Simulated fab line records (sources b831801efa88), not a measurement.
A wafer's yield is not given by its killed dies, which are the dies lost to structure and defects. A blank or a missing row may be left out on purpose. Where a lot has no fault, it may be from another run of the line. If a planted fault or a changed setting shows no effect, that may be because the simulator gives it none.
Commonality check across tools | flow gf180mcu | Lots sampled 13, wafers sampled 45

REASON IT WAS OPENED
On 2 of the 13 lots, a flag is raised at GF_M5_CD_MEAS_07 on the reading cd nm. Fault-free wafers read 279.6 nm, with a standard deviation of 1.
Rule: a lot is flagged when every wafer of it that has a number lies more than 4 standard deviations from that mean, or none has a number. The rest of the lots are taken to be sound.

lot  | measured     | on        | cd nm (nm), wafer by wafer          | flag
L189 | day 26 17:48 | cd sem-02 | 279.2 278.9 279.0                   |
L192 | day 27 10:29 | cd sem-02 | 278.7 277.2 278.7                   |
L193 | day 27 11:28 | cd sem-02 | 279.2 279.0 278.4                   |
L195 | day 28 02:46 | cd sem-01 | 278.3 280.4 279.1                   |
L194 | day 28 03:27 | cd sem-02 | 279.1 280.8 280.0                   |
L197 | day 28 20:02 | cd sem-02 | 280.0 279.9 280.9                   |
L198 | day 28 23:47 | cd sem-01 | 279.1 280.2 281.3                   |
L200 | day 29 14:43 | cd sem-02 | 279.6 278.8 279.1                   |
L203 | day 30 15:16 | cd sem-02 | 281.1 279.5 280.7                   |
L204 | day 30 23:55 | cd sem-02 | 277.8 279.4 278.8                   |
L209 | day 32 05:41 | cd sem-01 | 341.8 341.2 342.0 341.8 341.3 341.9 | FLAGGED
L210 | day 32 09:05 | cd sem-01 | 341.6 339.1 340.1 341.3 339.0 340.8 | FLAGGED
L211 | day 32 15:52 | cd sem-01 | 279.7 279.5 279.2                   |
The numbers of the flagged lots are 341.0 nm on average: +61.4 nm against the usual, or +61 standard deviations.

TOOL THAT RAN EACH LOT
The record keeps 1 process step preceding the reading, out of 602 steps on the route. Every cell lists first the tool, next ch and the chambers used by the sampled wafers, and last the start.
lot  | flag    | GF_M5_EXPOSE_04
L189 |         | krf scanner-02 ch 0, day 26 08:37
L192 |         | krf scanner-02 ch 0, day 27 00:28
L193 |         | krf scanner-02 ch 0, day 27 01:52
L195 |         | krf scanner-01 ch 0, day 27 16:46
L194 |         | krf scanner-01 ch 0, day 27 17:34
L197 |         | krf scanner-02 ch 0, day 28 10:14
L198 |         | krf scanner-02 ch 0, day 28 13:56
L200 |         | krf scanner-01 ch 0, day 29 05:28
L203 |         | krf scanner-01 ch 0, day 30 06:20
L204 |         | krf scanner-02 ch 0, day 30 15:13
L209 | FLAGGED | krf scanner-02 ch 0, day 31 21:02
L210 | FLAGGED | krf scanner-02 ch 0, day 32 00:28
L211 |         | krf scanner-01 ch 0, day 32 08:01
These steps, and what they do:
- GF_M5_EXPOSE_04: exposes mask Metal5, target cd 280 nm.
- GF_M5_CD_MEAS_07: target cd 280 nm.

FLAGGED OVER TOTAL, TOOL BY TOOL (the gauges that took the reading come last)
step             | tool           | lots run | flagged | share of the flagged lots | sound lots run after its first flagged lot
GF_M5_EXPOSE_04  | krf scanner-01 | 5        | 0       | none                      | -
GF_M5_EXPOSE_04  | krf scanner-02 | 8        | 2       | all                       | 0
GF_M5_CD_MEAS_07 | cd sem-01      | 5        | 2       | all                       | 1 (L211)
GF_M5_CD_MEAS_07 | cd sem-02      | 8        | 0       | none                      | -

THE TABLE: WHAT IT ALLOWS
2 rows of the table ran every flagged lot: krf scanner-02 at GF_M5_EXPOSE_04, cd sem-01 at GF_M5_CD_MEAS_07.
- krf scanner-02 at GF_M5_EXPOSE_04 ran 8 lots, 2 of them flagged. A fault beginning between L204 (day 30 15:13), its last sound lot, and L209 (day 31 21:02), its first flagged one, fits the data. Its own readings (exposure dose mJ cm2) fall more than 4 standard deviations out on all wafers of the flagged lots.
- cd sem-01 at GF_M5_CD_MEAS_07 ran 5 lots, 2 of them flagged. Sound lots ran on it after the first flagged one (L211), which a lasting fault on the whole tool wouldn't allow.
Left over: one tool, krf scanner-02 at GF_M5_EXPOSE_04.

WHAT THE SIMULATOR HAD INSERTED
Drift in process parameters on krf scanner-02 at GF_M5_EXPOSE_04, starting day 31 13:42. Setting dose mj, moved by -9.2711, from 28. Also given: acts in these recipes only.
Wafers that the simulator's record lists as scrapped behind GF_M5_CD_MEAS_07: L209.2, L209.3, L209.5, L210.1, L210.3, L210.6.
Struck lots among those shown: L209, L210. The rule above found the same.
